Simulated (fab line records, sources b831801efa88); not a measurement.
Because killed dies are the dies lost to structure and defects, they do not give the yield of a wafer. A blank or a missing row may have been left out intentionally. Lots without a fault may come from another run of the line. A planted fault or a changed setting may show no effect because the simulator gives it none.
fab line records	flow sky130
[record] lots = 5	wafers = 23
route steps=708 shown FIELD_ISO@2 NWELL@64 VT_ADJUST_HVTP@87 VT_ADJUST_HVTR@140 VT_ADJUST_PCH@145 SONOS_TUNNEL@160 SONOS_ONO@176
start-h: hours from the record's first day to the start of the lot's first wafer shown	wait-h: hours from the lot's prior step to this one	" repeats the value in the row above	L1.1+2: several wafers, shown together as one row	- no value, or no start given	* or withheld: withheld	< > ~ a bound
route shown NAME@n: NAME is a module with steps in the file, n the number in the route of the first one	usual: mean/standard deviation of fault-free wafers	same: alike in all rows	chamber/n: place in a boat	sites: per-site readings	_std_site: how widely they spread, as a standard deviation	_edge_site: inner sites' mean taken away from outer sites' mean	radius-mm: how far each site lies from the wafer's centre	mask NAME#n: copy n	behind: the last tool/chamber to shape the wafer	hold: the reason the lot was held/the length of the hold in hours/how it ended	device: transistor that didn't switch, given as n, p or np	end of line: the same wafers' tests at the end of the route	where a step has no rows: the recipe by itself	killed: dies lost to structure and defects at the first sort, not the wafer's yield	map: shows each die of a wafer: x if killed, . if not, _ if none is there
set.NAME: the setting as run; set.NAME@STEP: as run at that earlier step	model.NAME: the simulator's own value behind a step, which no gauge read
lots with deliberately changed settings; one table per step, one row per wafer
[[steps]]
[step SKY_FIELD_ISO_OXIDATION_01]
[recipe] temp-c = 900	ambient = O2	stabilise-s = 600	purge-s = 300	target-thk-a = 120	ox-time-s = 1843
lot.wafer	tool	chamber	start-h	wait-h	set.ox-time-s	model.SiO2_of_FIELD_ISO_OXIDATION_01.thk-nm
L075.1	-	-	-	1.7	1634	10.72
L075.2	"	-	"	"	1634	10.85
L075.3+4	"	-	"	"	1634	10.75
L075.6	"	-	"	"	1634	10.73
L078.1	-	-	-	1.3	2034	12.23
L078.3	"	-	"	"	2034	12.17
L078.4	"	-	"	"	2034	12.29
L078.5+6	"	-	"	"	2034	12.27
L079.1	-	-	-	0.1	1932	12.14
L079.2+3	"	-	"	"	1932	11.94
L079.4	"	-	"	"	1932	12.07
L079.5	"	-	"	"	1932	12.01
L080.1	furnace-01	0	40.12	0.1	1843	11.89
L080.4+5	"	0	"	"	1843	12.12
L081.1	-	-	-	0.9	1753	11.26
L081.2	"	-	"	"	1753	11.09
L081.4	"	-	"	"	1753	11.35
L081.5	"	-	"	"	1753	11.11
L081.6	"	-	"	"	1753	11.23
[step SKY_FIELD_ISO_DEVELOP_12]
[recipe] develop-time-s = 60	resist = KrF-thick	dev-temp-c = 21
lot.wafer	tool	chamber	start-h	wait-h	set.develop-time-s
L075.1+2+6	litho-track-02	0	-	-	60
L075.3+4	"	0	"	"	67.88
L078.1+3	litho-track-01	0	-	-	60
L078.4+5+6	"	0	"	"	51.33
L079.1+2	litho-track-03	0	-	-	60
L079.3+4+5	"	0	"	"	67.12
L080.1+4+5	litho-track-03	0	-	-	60
L081.1+2+5	litho-track-01	0	-	-	60
L081.4+6	"	0	"	"	65.33
[step SKY_FIELD_ISO_CD_MEAS_13]
[recipe] target-cd-nm = 150
[usual] cd-nm = 150.0/1.4
lot.wafer	tool	chamber	start-h	wait-h	set.develop-time-s@FIELD_ISO_DEVELOP_12	cd-nm
L075.1	cd-sem-01	-	34.77	-	60	150.9
L075.2	"	-	"	"	60	150.1
L075.3	"	-	"	"	67.88	146.6
L075.4	"	-	"	"	67.88	146.8
L075.6	"	-	"	"	60	149.5
L078.1	cd-sem-01	-	50.55	-	60	148.7
L078.3	"	-	"	"	60	147.2
L078.4	"	-	"	"	51.33	150.0
L078.5	"	-	"	"	51.33	152.0
L078.6	"	-	"	"	51.33	150.7
L079.1	cd-sem-01	-	54.73	-	60	150.0
L079.2	"	-	"	"	60	151.6
L079.3	"	-	"	"	67.12	149.0
L079.4	"	-	"	"	67.12	147.2
L079.5	"	-	"	"	67.12	148.8
L080.1	cd-sem-01	-	58.78	-	60	150.8
L080.4	"	-	"	"	60	151.5
L080.5	"	-	"	"	60	150.2
L081.1	cd-sem-02	-	65.25	-	60	150.1
L081.2	"	-	"	"	60	150.3
L081.4	"	-	"	"	65.33	149.2
L081.5	"	-	"	"	60	150.7
L081.6	"	-	"	"	65.33	149.1
[step SKY_FIELD_ISO_STRIP_16]
[recipe] chemistry = O2/N2	power-w = 1400	pressure-mtorr = 1500	platen-temp-c = withheld	o2-flow-sccm = 3000	n2-flow-sccm = 300	overash-fraction = 0.5
[usual] strip-time-to-endpoint-s = 3.57/0.033
lot.wafer	tool	chamber	start-h	wait-h	set.power-w	strip-time-to-endpoint-s
L075.1	plasma-asher-03	1	34.99	0.0	1400	3.57
L075.2	"	0	"	"	1232	3.94
L075.3	"	1	"	"	1232	3.93
L075.4	"	0	"	"	1232	4.00
L075.6	"	1	"	"	1400	3.54
L078.1	plasma-asher-04	0	50.76	0.0	1255	4.00
L078.3	"	0	"	"	1400	3.61
L078.4	"	1	"	"	1400	3.57
L078.5	"	0	"	"	1255	3.89
L078.6	"	1	"	"	1255	3.93
L079.1	plasma-asher-02	0	54.95	0.0	1295	3.81
L079.2	"	1	"	"	1400	3.58
L079.3	"	0	"	"	1400	3.56
L079.4	"	1	"	"	1295	3.84
L079.5	"	0	"	"	1295	3.79
L080.1	plasma-asher-03	1	59.00	0.0	1400	3.63
L080.4	"	1	"	"	1400	3.49
L080.5	"	0	"	"	1400	3.59
L081.1	plasma-asher-04	0	65.46	0.0	1249	3.99
L081.2	"	1	"	"	1249	3.91
L081.4	"	1	"	"	1249	3.94
L081.5	"	1	"	"	1400	3.60
L081.6	"	0	"	"	1400	3.57
[step SKY_FIELD_ISO_WET_ETCH_29]
[recipe] chemistry = H3PO4	target-depth-nm = 160	target = Si3N4	temp-c = 160	time-s = 1825
lot.wafer	tool	chamber	start-h	wait-h	set.time-s	set.ox-time-s@FIELD_ISO_OXIDATION_01	model.SiO2_of_FIELD_ISO_OXIDATION_01.thk-nm
L075.1	-	-	-	0.0	2078	1634	10.35
L075.2	"	-	"	"	2078	1634	10.48
L075.3+4	"	-	"	"	2078	1634	10.38
L075.6	"	-	"	"	2078	1634	10.37
L078.1	-	-	-	0.0	1734	2034	11.93
L078.3	"	-	"	"	1734	2034	11.87
L078.4	"	-	"	"	1734	2034	12
L078.5	"	-	"	"	1734	2034	11.97
L078.6	"	-	"	"	1734	2034	11.98
L079.1	-	-	-	0.0	1825	1932	11.83
L079.2	"	-	"	"	1825	1932	11.62
L079.3	"	-	"	"	1825	1932	11.63
L079.4	"	-	"	"	1825	1932	11.76
L079.5	"	-	"	"	1825	1932	11.69
L080.1	wet-bench-02	1	64.00	0.0	1825	1843	11.56
L080.4+5	"	1	"	"	1825	1843	11.79
L081.1	-	-	-	0.0	1681	1753	10.96
L081.2	"	-	"	"	1681	1753	10.8
L081.4	"	-	"	"	1681	1753	11.06
L081.5	"	-	"	"	1681	1753	10.82
L081.6	"	-	"	"	1681	1753	10.93
[step SKY_NWELL_IMPLANT_11]
[recipe] species = P	energy-kev = 400	dose-cm2 = 1.9e+13	tilt-deg = withheld
lot.wafer	tool	chamber	start-h	wait-h	set.energy-kev	model.implant.drp-nm	model.implant.rp-nm
L075.1+2	implanter-01	0	90.58	0.0	400	116.9	514.4
L075.3+4+6	"	0	"	"	422.9	120.2	540.9
L078.1+3+4+5+6	implanter-04	0	109.27	0.0	400	116.9	507.5
L079.1+3+4	implanter-04	0	113.41	0.0	376.6	113.1	470.4
L079.2+5	"	0	"	"	400	116.9	496.5
L080.1+4+5	implanter-01	0	116.87	0.0	400	116.9	499.3
L081.1+2+4+5+6	implanter-01	0	121.81	0.0	400	116.9	508.8
[step SKY_NWELL_IMPLANT_24]
[recipe] species = B	energy-kev = 140	dose-cm2 = 9.2e+12	tilt-deg = withheld
lot.wafer	tool	chamber	start-h	wait-h	set.dose-cm2
L075.1+2+3	implanter-02	0	107.71	0.0	8.549e+12
L075.4+6	"	0	"	"	9.2e+12
L078.1+3+5	implanter-02	0	126.98	0.0	9.2e+12
L078.4+6	"	0	"	"	8.814e+12
L079.1+2	implanter-02	0	131.01	0.0	9.645e+12
L079.3+4+5	"	0	"	"	9.2e+12
L080.1+4+5	implanter-04	0	134.66	0.0	9.2e+12
L081.1+2+4+5+6	implanter-04	0	140.03	0.0	9.2e+12
[step SKY_NWELL_STRIP_25]
[recipe] chemistry = O2/N2	power-w = 1400	pressure-mtorr = 1500	platen-temp-c = withheld	o2-flow-sccm = 3000	n2-flow-sccm = 300	overash-fraction = 0.5
[step SKY_NWELL_CLEAN_27]
[recipe] chemistry = SC1/SC2	mix = 1:4:20	temp-c = 70	time-s = 150	dry = n2-spin
[step SKY_NWELL_RTA_28]
[recipe] temp-c = 1050	time-s = 30	idle-temp-c = 650	ramp-up-c-per-s = 150	ramp-down-c-per-s = 90	ambient = N2
[step SKY_NWELL_RS_MEAS_29]
[recipe] thk-meas-gauge = four-point-probe
[usual] NWELL_RS = 624.2/1.7
lot.wafer	tool	chamber	start-h	wait-h	set.energy-kev@NWELL_IMPLANT_11	NWELL_RS[ohm/sq]
L075.1	film-metro-01	-	108.17	0.1	400	627.2
L075.2	"	-	"	"	400	624.2
L075.3	"	-	"	"	422.9	617.7
L075.4	"	-	"	"	422.9	615.4
L075.6	"	-	"	"	422.9	618.2
L078.1	film-metro-04	-	127.44	0.1	400	624.2
L078.3	"	-	"	"	400	626.5
L078.4	"	-	"	"	400	625.4
L078.5	"	-	"	"	400	625.5
L078.6	"	-	"	"	400	623.8
L079.1	film-metro-04	-	131.47	0.1	376.6	629.6
L079.2	"	-	"	"	400	622.5
L079.3	"	-	"	"	376.6	632.2
L079.4	"	-	"	"	376.6	633.2
L079.5	"	-	"	"	400	621.5
L080.1	film-metro-03	-	135.13	0.1	400	624.1
L080.4	"	-	"	"	400	623.2
L080.5	"	-	"	"	400	624.7
L081.1	film-metro-03	-	140.49	0.1	400	623.4
L081.2	"	-	"	"	400	622.1
L081.4	"	-	"	"	400	625.1
L081.5	"	-	"	"	400	621.9
L081.6	"	-	"	"	400	620.4
[step SKY_VT_ADJUST_HVTP_COAT_02]
[recipe] resist = NOVOLAK	spin-rpm = 3000	resist-thk-nm = 1140
lot.wafer	tool	chamber	start-h	wait-h	set.resist-thk-nm	model.NOVOLAK_of_VT_ADJUST_HVTP_COAT_02.thk-nm
L075.1	litho-track-02	0	116.77	0.1	1116	1120
L075.2+6	"	0	"	"	1140	1144
L075.3	"	0	"	"	1140	1142
L075.4	"	0	"	"	1116	1118
L078.1	litho-track-02	0	135.52	0.1	1140	1144
L078.3	"	0	"	"	1181	1189
L078.4+5	"	0	"	"	1140	1143
L078.6	"	0	"	"	1181	1186
L079.1	litho-track-02	0	140.77	0.1	1140	1146
L079.2	"	0	"	"	1140	1149
L079.3	"	0	"	"	1140	1150
L079.4	"	0	"	"	1140	1145
L079.5	"	0	"	"	1140	1148
L080.1	litho-track-01	0	144.94	0.1	1140	1141
L080.4	"	0	"	"	1140	1139
L080.5	"	0	"	"	1140	1142
L081.1+4	litho-track-01	0	150.59	0.1	1193	1201
L081.2	"	0	"	"	1140	1147
L081.5	"	0	"	"	1140	1145
L081.6	"	0	"	"	1193	1202
[step SKY_VT_ADJUST_HVTP_SOFTBAKE_03]
[recipe] temp-c = 90	time-s = 60	resist = NOVOLAK
[step SKY_VT_ADJUST_HVTP_EXPOSE_04]
[recipe] mask-id = HVTPM	na = 0.6	source-shape = conventional	sigma-outer = 0.6	polarization = unpolarized	target-cd-nm = 380	dose-mj = 140
[step SKY_VT_ADJUST_HVTP_IMPLANT_09]
[recipe] species = As	energy-kev = 150	dose-cm2 = 4.3e+12	tilt-deg = withheld
[step SKY_VT_ADJUST_HVTP_STRIP_10]
[recipe] chemistry = O2/N2	power-w = 1400	pressure-mtorr = 1500	platen-temp-c = withheld	o2-flow-sccm = 3000	n2-flow-sccm = 300	overash-fraction = 0.5
[usual] strip-time-to-endpoint-s = 14.21/0.039
lot.wafer	tool	chamber	start-h	wait-h	set.resist-thk-nm@VT_ADJUST_HVTP_COAT_02	strip-time-to-endpoint-s
L075.1	plasma-asher-02	1	125.99	0.1	1116	13.95
L075.2	"	0	"	"	1140	14.23
L075.3	"	1	"	"	1140	14.21
L075.4	"	0	"	"	1116	13.90
L075.6	"	1	"	"	1140	14.21
L078.1	plasma-asher-04	0	145.85	0.1	1140	14.23
L078.3	"	1	"	"	1181	14.71
L078.4	"	0	"	"	1140	14.19
L078.5	"	1	"	"	1140	14.21
L078.6	"	0	"	"	1181	14.68
L079.1	plasma-asher-03	0	151.03	0.1	1140	14.25
L079.2	"	1	"	"	1140	14.28
L079.3	"	1	"	"	1140	14.30
L079.4	"	0	"	"	1140	14.23
L079.5	"	0	"	"	1140	14.25
L080.1	plasma-asher-03	0	155.09	0.1	1140	14.20
L080.4	"	0	"	"	1140	14.17
L080.5	"	0	"	"	1140	14.20
L081.1	plasma-asher-02	0	160.73	0.1	1193	14.85
L081.2	"	1	"	"	1140	14.26
L081.4	"	1	"	"	1193	14.87
L081.5	"	1	"	"	1140	14.24
L081.6	"	0	"	"	1193	14.88
[step SKY_VT_ADJUST_HVTR_IMPLANT_09]
[recipe] species = B	energy-kev = 10	dose-cm2 = 2.1e+12	tilt-deg = withheld
lot.wafer	tool	chamber	start-h	wait-h	set.energy-kev	model.implant.rp-nm	model.implant.drp-nm
L075.1+3	implanter-01	0	204.55	0.0	10	33.37	17.11
L075.2+4+6	"	0	"	"	10.53	35.11	17.74
L078.1+3+4	implanter-02	0	231.43	0.0	10.23	33.34	17.39
L078.5+6	"	0	"	"	10	32.6	17.11
L079.1+3+4	implanter-01	0	238.63	0.0	10	32.55	17.11
L079.2+5	"	0	"	"	10.46	34.02	17.66
L080.1+4+5	implanter-04	0	241.75	0.0	10	33.53	17.11
L081.1+2+5	implanter-02	0	249.38	0.0	10.43	34.63	17.62
L081.4+6	"	0	"	"	10	33.22	17.11
[step SKY_VT_ADJUST_PCH_COAT_02]
[recipe] spin-rpm = 2000	resist-thk-nm = 3000
lot.wafer	tool	chamber	start-h	wait-h	set.spin-rpm	model.coat_of_VT_ADJUST_PCH_COAT_02.thk-nm
L075.1+4	litho-track-01	0	216.24	0.1	2000	3004
L075.2	"	0	"	"	2000	3010
L075.3	"	0	"	"	2000	3012
L075.6	"	0	"	"	2000	3015
L078.1	litho-track-01	0	243.14	0.1	2000	3004
L078.3	"	0	"	"	1956	3035
L078.4	"	0	"	"	2000	3005
L078.5	"	0	"	"	1956	3039
L078.6	"	0	"	"	2000	3008
L079.1	litho-track-02	0	250.22	0.1	2000	3018
L079.2+4	"	0	"	"	2000	3003
L079.3	"	0	"	"	1897	3096
L079.5	"	0	"	"	1897	3095
L080.1	litho-track-02	0	252.82	0.1	2000	3006
L080.4	"	0	"	"	2000	3007
L080.5	"	0	"	"	2000	2999
L081.1	litho-track-02	0	261.27	0.1	2000	3004
L081.2	"	0	"	"	2000	2997
L081.4	"	0	"	"	2000	3014
L081.5	"	0	"	"	2077	2951
L081.6	"	0	"	"	2077	2949
[step SKY_VT_ADJUST_PCH_IMPLANT_08]
[recipe] species = B	energy-kev = 10	dose-cm2 = 5e+11	tilt-deg = withheld
lot.wafer	tool	chamber	start-h	wait-h	set.energy-kev	model.implant.rp-nm	model.implant.drp-nm
L075.1+6	implanter-03	0	227.46	0.0	10.42	33.97	17.61
L075.2+3+4	"	0	"	"	10	32.62	17.11
L078.1+3+4+5+6	implanter-01	0	254.73	0.0	10	32.74	17.11
L079.1+3+5	implanter-04	0	262.36	0.0	9.545	32.14	16.57
L079.2+4	"	0	"	"	10	33.38	17.11
L080.1+4+5	implanter-01	0	264.91	0.0	10	31.97	17.11
L081.1+5+6	implanter-01	0	272.93	0.0	10	33.57	17.11
L081.2+4	"	0	"	"	9.412	31.95	16.4
[step SKY_VT_ADJUST_PCH_STRIP_09]
[recipe] chemistry = O2/N2	power-w = 1400	pressure-mtorr = 1500	platen-temp-c = withheld	o2-flow-sccm = 3000	n2-flow-sccm = 300	overash-fraction = 0.5
[usual] strip-time-to-endpoint-s = 36.98/0.077
lot.wafer	tool	chamber	start-h	wait-h	set.spin-rpm@VT_ADJUST_PCH_COAT_02	strip-time-to-endpoint-s
L075.1	plasma-asher-02	0	227.61	0.1	2000	36.97
L075.2	"	1	"	"	2000	37.04
L075.3	"	1	"	"	2000	37.05
L075.4	"	0	"	"	2000	36.95
L075.6	"	1	"	"	2000	37.09
L078.1	plasma-asher-02	1	254.88	0.1	2000	36.95
L078.3	"	0	"	"	1956	37.34
L078.4	"	1	"	"	2000	36.98
L078.5	"	1	"	"	1956	37.37
L078.6	"	0	"	"	2000	37.01
L079.1	plasma-asher-04	1	262.51	0.1	2000	37.16
L079.2	"	0	"	"	2000	36.94
L079.3	"	1	"	"	1897	38.02
L079.4	"	0	"	"	2000	36.93
L079.5	"	0	"	"	1897	38.01
L080.1	plasma-asher-02	1	265.06	0.1	2000	36.98
L080.4	"	1	"	"	2000	36.99
L080.5	"	1	"	"	2000	36.90
L081.1	plasma-asher-02	1	273.08	0.1	2000	36.95
L081.2	"	0	"	"	2000	36.88
L081.4	"	1	"	"	2000	37.07
L081.5	"	1	"	"	2077	36.38
L081.6	"	0	"	"	2077	36.33
[step SKY_SONOS_TUNNEL_DEVELOP_06]
[recipe] resist = NOVOLAK	developer = TMAH	develop-time-s = 60	dev-temp-c = 23
lot.wafer	tool	chamber	start-h	wait-h	set.develop-time-s
L075.1+4+6	litho-track-04	0	250.89	0.1	60
L075.2+3	"	0	"	"	54.45
L078.1+6	litho-track-03	0	278.43	0.1	60
L078.3+4+5	"	0	"	"	53.97
L079.1+4+5	litho-track-01	0	286.59	0.1	60
L079.2+3	"	0	"	"	54.66
L080.1+4+5	litho-track-04	0	289.69	0.1	60
L081.1+6	litho-track-03	0	298.08	0.1	63.5
L081.2+4+5	"	0	"	"	60
[step SKY_SONOS_TUNNEL_CD_MEAS_07]
[recipe] target-cd-nm = 410
[usual] cd-nm = 409.8/2.5
lot.wafer	tool	chamber	start-h	wait-h	set.develop-time-s@SONOS_TUNNEL_DEVELOP_06	cd-nm
L075.1	cd-sem-01	-	251.04	0.1	60	408.6
L075.2	"	-	"	"	54.45	396.8
L075.3	"	-	"	"	54.45	396.8
L075.4	"	-	"	"	60	406.5
L075.6	"	-	"	"	60	408.7
L078.1	cd-sem-02	-	278.58	0.1	60	410.8
L078.3	"	-	"	"	53.97	398.0
L078.4	"	-	"	"	53.97	397.0
L078.5	"	-	"	"	53.97	398.4
L078.6	"	-	"	"	60	406.6
L079.1	cd-sem-01	-	286.74	0.1	60	408.9
L079.2	"	-	"	"	54.66	399.7
L079.3	"	-	"	"	54.66	400.2
L079.4	"	-	"	"	60	406.3
L079.5	"	-	"	"	60	407.7
L080.1	cd-sem-02	-	289.84	0.1	60	418.2
L080.4	"	-	"	"	60	415.8
L080.5	"	-	"	"	60	415.1
L081.1	cd-sem-02	-	298.23	0.1	63.5	414.6
L081.2	"	-	"	"	60	410.7
L081.4	"	-	"	"	60	408.4
L081.5	"	-	"	"	60	408.3
L081.6	"	-	"	"	63.5	414.7
[step SKY_SONOS_ONO_COAT_08]
[recipe] resist = NOVOLAK	spin-rpm = 3000	resist-thk-nm = 1140
lot.wafer	tool	chamber	start-h	wait-h	set.spin-rpm	model.NOVOLAK_of_SONOS_ONO_COAT_08.thk-nm
L075.1	litho-track-01	0	271.09	0.1	3000	1136
L075.2	"	0	"	"	3000	1137
L075.3	"	0	"	"	3136	1108
L075.4	"	0	"	"	3000	1139
L075.6	"	0	"	"	3136	1110
L078.1	litho-track-02	0	295.72	0.1	3000	1144
L078.3	"	0	"	"	2913	1161
L078.4	"	0	"	"	2913	1162
L078.5+6	"	0	"	"	3000	1146
L079.1+3+4	litho-track-01	0	307.29	0.1	3000	1145
L079.2	"	0	"	"	3000	1147
L079.5	"	0	"	"	3000	1146
L080.1+5	litho-track-04	0	310.44	0.1	3000	1144
L080.4	"	0	"	"	3000	1142
L081.1+6	litho-track-02	0	317.42	0.1	3000	1144
L081.2	"	0	"	"	3000	1143
L081.4	"	0	"	"	3000	1142
L081.5	"	0	"	"	3000	1148
[step SKY_SONOS_ONO_SOFTBAKE_09]
[recipe] temp-c = 88.84	time-s = 60	resist = NOVOLAK
[step SKY_SONOS_ONO_EXPOSE_10]
[recipe] mask-id = ONOM	target-cd-nm = 410	na = 0.6	source-shape = conventional	sigma-outer = 0.6	dose-mj = 150
[step SKY_SONOS_ONO_ETCH_15]
[recipe] target-depth-nm = 19.52	chemistry = CHF3/O2	source-w = 600	bias-w = 200	pressure-mtorr = 40	chf3-flow-sccm = 50	O2_flow_sccm = 5	time-s = 7.8
[step SKY_SONOS_ONO_WET_ETCH_16]
[recipe] chemistry = dHF	target-depth-nm = 14	dry = n2-spin	target = SiO2	dilution = 100:1	temp-c = 25	time-s = 280
[step SKY_SONOS_ONO_STRIP_17]
[recipe] chemistry = O2/N2	power-w = 1400	pressure-mtorr = 1500	platen-temp-c = withheld	o2-flow-sccm = 3000	n2-flow-sccm = 300	overash-fraction = 0.5
[usual] strip-time-to-endpoint-s = 14.15/0.044
lot.wafer	tool	chamber	start-h	wait-h	set.spin-rpm@SONOS_ONO_COAT_08	strip-time-to-endpoint-s
L075.1	plasma-asher-01	0	-	-	3000	14.09
L075.2	"	1	"	"	3000	14.11
L075.3	"	1	"	"	3136	13.77
L075.4	"	0	"	"	3000	14.12
L075.6	"	1	"	"	3136	13.79
L078.1	plasma-asher-03	0	-	-	3000	14.18
L078.3	"	0	"	"	2913	14.40
L078.4	"	1	"	"	2913	14.41
L078.5	"	0	"	"	3000	14.21
L078.6	"	1	"	"	3000	14.21
L079.1	plasma-asher-01	0	-	-	3000	14.19
L079.2	"	1	"	"	3000	14.21
L079.3	"	0	"	"	3000	14.18
L079.4	"	1	"	"	3000	14.20
L079.5	"	0	"	"	3000	14.21
L080.1	plasma-asher-03	0	324.14	0.0	3000	14.16
L080.4	"	0	"	"	3000	14.15
L080.5	"	0	"	"	3000	14.19
L081.1	plasma-asher-04	0	-	-	3000	14.16
L081.2	"	1	"	"	3000	14.17
L081.4	"	0	"	"	3000	14.16
L081.5	"	0	"	"	3000	14.24
L081.6	"	1	"	"	3000	14.19
[[key]]
[split] step = SKY_FIELD_ISO_OXIDATION_01	setting = ox-time-s	stated = 1843	by = lot
[response] step = SKY_FIELD_ISO_OXIDATION_01	reading = model.SiO2_of_FIELD_ISO_OXIDATION_01.thk-nm	change = +0.0715	per = 1%	r = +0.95
[response] step = SKY_FIELD_ISO_WET_ETCH_29	reading = model.SiO2_of_FIELD_ISO_OXIDATION_01.thk-nm	change = +0.0739	per = 1%	r = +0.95
[split] step = SKY_FIELD_ISO_DEVELOP_12	setting = develop-time-s	stated = 60	by = wafer
[response] step = SKY_FIELD_ISO_CD_MEAS_13	reading = cd-nm	change = -0.215	per = 1%	r = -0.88
[split] step = SKY_FIELD_ISO_STRIP_16	setting = power-w	stated = 1400	by = wafer
[response] step = SKY_FIELD_ISO_STRIP_16	reading = strip-time-to-endpoint-s	change = *	per = 1%	r = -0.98
[split] step = SKY_FIELD_ISO_WET_ETCH_29	setting = time-s	stated = 1825	by = lot
response none clear
[split] step = SKY_NWELL_IMPLANT_11	setting = energy-kev	stated = 400	by = wafer
[response] step = SKY_NWELL_IMPLANT_11	reading = model.implant.drp-nm	change = +0.614	per = 1%	r = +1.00
[response] step = SKY_NWELL_IMPLANT_11	reading = model.implant.rp-nm	change = +4.55	per = 1%	r = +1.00
[response] step = SKY_NWELL_RS_MEAS_29	reading = NWELL_RS	change = -1.59	per = 1%	r = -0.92
[split] step = SKY_NWELL_IMPLANT_24	setting = dose-cm2	stated = 9.2e+12	by = wafer
response none clear
[split] step = SKY_VT_ADJUST_HVTP_COAT_02	setting = resist-thk-nm	stated = 1140	by = wafer
[response] step = SKY_VT_ADJUST_HVTP_COAT_02	reading = model.NOVOLAK_of_VT_ADJUST_HVTP_COAT_02.thk-nm	change = +12.1	per = 1%	r = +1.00
[response] step = SKY_VT_ADJUST_HVTP_STRIP_10	reading = strip-time-to-endpoint-s	change = *	per = 1%	r = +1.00
[split] step = SKY_VT_ADJUST_HVTR_IMPLANT_09	setting = energy-kev	stated = 10	by = wafer
[response] step = SKY_VT_ADJUST_HVTR_IMPLANT_09	reading = model.implant.rp-nm	change = +0.326	per = 1%	r = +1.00
[response] step = SKY_VT_ADJUST_HVTR_IMPLANT_09	reading = model.implant.drp-nm	change = +0.118	per = 1%	r = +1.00
[split] step = SKY_VT_ADJUST_PCH_COAT_02	setting = spin-rpm	stated = 2000	by = wafer
[response] step = SKY_VT_ADJUST_PCH_COAT_02	reading = model.coat_of_VT_ADJUST_PCH_COAT_02.thk-nm	change = -15.9	per = 1%	r = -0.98
[response] step = SKY_VT_ADJUST_PCH_STRIP_09	reading = strip-time-to-endpoint-s	change = *	per = 1%	r = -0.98
[split] step = SKY_VT_ADJUST_PCH_IMPLANT_08	setting = energy-kev	stated = 10	by = wafer
[response] step = SKY_VT_ADJUST_PCH_IMPLANT_08	reading = model.implant.rp-nm	change = +0.286	per = 1%	r = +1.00
[response] step = SKY_VT_ADJUST_PCH_IMPLANT_08	reading = model.implant.drp-nm	change = +0.12	per = 1%	r = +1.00
[split] step = SKY_SONOS_TUNNEL_DEVELOP_06	setting = develop-time-s	stated = 60	by = wafer
[response] step = SKY_SONOS_TUNNEL_CD_MEAS_07	reading = cd-nm	change = +1.04	per = 1%	r = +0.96
[split] step = SKY_SONOS_ONO_COAT_08	setting = spin-rpm	stated = 3000	by = wafer
[response] step = SKY_SONOS_ONO_COAT_08	reading = model.NOVOLAK_of_SONOS_ONO_COAT_08.thk-nm	change = -6.04	per = 1%	r = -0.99
[response] step = SKY_SONOS_ONO_STRIP_17	reading = strip-time-to-endpoint-s	change = *	per = 1%	r = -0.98
